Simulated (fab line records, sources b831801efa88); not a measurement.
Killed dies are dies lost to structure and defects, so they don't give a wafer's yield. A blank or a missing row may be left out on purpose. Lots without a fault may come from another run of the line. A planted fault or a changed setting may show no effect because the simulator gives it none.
Chamber matching | flow gf180mcu | GF_CONTACT_CMP_04 on cmp-01: 4 sister chambers
The step polishes SiO2. 4 wafers are shown with their chamber, then 7 later ones without.

WAFERS WITH THEIR CHAMBER
wafer  | chamber | motor_current_A (A)
L783.5 | 2       | 14.3
L783.6 | 3       | 13.5
L784.1 | 1       | 13.3
L784.4 | 0       | 11.1

WAFERS WITHOUT THEIR CHAMBER
wafer  | motor_current_A (A)
L784.6 | 11.9
L794.2 | 13.6
L794.3 | 11.0
L794.5 | 11.2
L795.1 | 14.1
L795.3 | 13.1
L795.4 | 12.8

WHICH CHAMBER EACH WENT THROUGH
wafer  | from the rows above          | in truth
L784.6 | can't be placed: 0 or 1      | 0
L794.2 | can't be placed: 3 or 1 or 2 | 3
L794.3 | 0                            | 0
L794.5 | 0                            | 0
L795.1 | can't be placed: 2 or 3 or 1 | 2
L795.3 | can't be placed: 1 or 3      | 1
L795.4 | can't be placed: 1 or 3      | 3
Placed correctly: 2 of 7. Can't be placed from these rows: 5 (the true chamber is among the candidates in 5). Placed wrongly: 0.
How it was worked out, from the rows above alone: a wafer's distance from a chamber is the root of the sum, over the readings, of the square of ((its reading less the chamber's mean) divided by the reading's scatter). The wafer belongs to the nearest chamber; if the next one is less than 2 further off, it can't be placed. A chamber's mean is the mean of its shown wafers. The scatter: with one shown wafer a chamber, the root of the mean of the squares of how far each hidden wafer lies from its nearest shown one.
